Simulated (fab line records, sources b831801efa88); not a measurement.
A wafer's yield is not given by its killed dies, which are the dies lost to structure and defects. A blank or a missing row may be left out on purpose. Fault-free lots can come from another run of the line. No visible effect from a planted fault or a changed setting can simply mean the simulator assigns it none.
Split-lot study | flow sky130 | 23 wafers read across 5 lots, on a route 708 steps long

== ON THE SPLIT ==
At SKY_LI_CONTACT_SPUTTER_19 (material Ti, target thk 20 nm, time 106.37 s), the setting time s was moved away from the recipe's 106.37 s on 11 of the 23 wafers read, by -10.6% to +9.4%. All remaining wafers had this setting at the recipe value.

Reading taken at the split's own step.

== THE READING ==
Ti_of_LI_CONTACT_SPUTTER_19.thk nm (the simulator's own value, which no gauge read), in nm, at SKY_LI_CONTACT_SPUTTER_19 (material Ti, target thk 20 nm, time 106.37 s). No usual value for it is given in the file. Across the 12 wafers here that went through the recipe, the average is 20.19 nm and the standard deviation 0.16 nm.

wafer  | tool, chamber at the split | time s as run, s | against the recipe | Ti_of_LI_CONTACT_SPUTTER_19.thk nm, nm | against lot-mates on the recipe
L074.1 | pvd sputter-04, -          | 110.5            | +3.9%              | 20.83                                  | +0.67
L074.3 | pvd sputter-04, -          | 110.5            | +3.9%              | 20.82                                  | +0.66
L074.4 | pvd sputter-04, -          | 106.37           | recipe             | 20.11                                  | -
L074.5 | pvd sputter-04, -          | 110.5            | +3.9%              | 21.07                                  | +0.91
L074.6 | pvd sputter-04, -          | 106.37           | recipe             | 20.21                                  | -
L075.1 | pvd sputter-02, -          | 106.37           | recipe             | 20.02                                  | -
L075.3 | pvd sputter-02, -          | 116.4            | +9.4%              | 21.72                                  | +1.74
L075.4 | pvd sputter-02, -          | 116.4            | +9.4%              | 22.05                                  | +2.07
L075.5 | pvd sputter-02, -          | 116.4            | +9.4%              | 21.88                                  | +1.90
L075.6 | pvd sputter-02, -          | 106.37           | recipe             | 19.94                                  | -
L078.2 | pvd sputter-02, -          | 95.09            | -10.6%             | 18.19                                  | -2.12
L078.3 | pvd sputter-02, -          | 106.37           | recipe             | 20.36                                  | -
L078.4 | pvd sputter-02, -          | 95.09            | -10.6%             | 18.27                                  | -2.04
L078.5 | pvd sputter-02, -          | 106.37           | recipe             | 20.23                                  | -
L078.6 | pvd sputter-02, -          | 106.37           | recipe             | 20.35                                  | -
L079.1 | pvd sputter-04, -          | 106.37           | recipe             | 20.01                                  | -
L079.2 | pvd sputter-04, -          | 106.37           | recipe             | 20.51                                  | -
L079.3 | pvd sputter-04, -          | 106.37           | recipe             | 20.14                                  | -
L081.2 | pvd sputter-01, -          | 106.37           | recipe             | 20.27                                  | -
L081.3 | pvd sputter-01, -          | 115.7            | +8.8%              | 22.09                                  | +1.89
L081.4 | pvd sputter-01, -          | 115.7            | +8.8%              | 21.96                                  | +1.76
L081.5 | pvd sputter-01, -          | 106.37           | recipe             | 20.13                                  | -
L081.6 | pvd sputter-01, -          | 115.7            | +8.8%              | 22.03                                  | +1.83

FIT RESULTS
A straight line over all 23 wafers: Ti_of_LI_CONTACT_SPUTTER_19.thk nm changes by +0.19 nm for each +1% of time s; r = +0.99; the points scatter about the line by 0.16 nm.
The same after taking each lot's own level away (the mean of its wafers on the recipe; 23 wafers): +0.201 nm for each +1%; r = +0.99; scatter 0.12 nm.
On that fit, the largest move of time s shifts the reading by 2.1 nm.
Across the lots, their own levels run from 19.980 to 20.313 nm, a range of 2.1 times the standard deviation given above.
Hence the lot-to-lot level has little effect on the slope; both slopes agree.
Check: for one of the wafers moved furthest among these (-10.6%), held out of the fit, the line's prediction against its lot-mates is -2.12 nm. Against them it came out at -2.12 nm.

== FURTHER SPLITS ON THESE WAFERS ==
These wafers also went through other splits before the reading. Each is held against what the fit with the lots' levels taken away leaves over:
other split on the same wafers  | wafers away from the commonest value | r with Ti_of_LI_CONTACT_SPUTTER_19.thk nm (lot level and that fit taken away)
SKY_SD_N_IMPLANT_09 energy kev  | 10                                   | -0.20
SKY_LI_CONTACT_HDPCVD_00 time s | 6                                    | -0.19

== THE FILE'S OWN FIT ==
Ti_of_LI_CONTACT_SPUTTER_19.thk nm changes by +0.201 nm for each +1% of time s, r = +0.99.
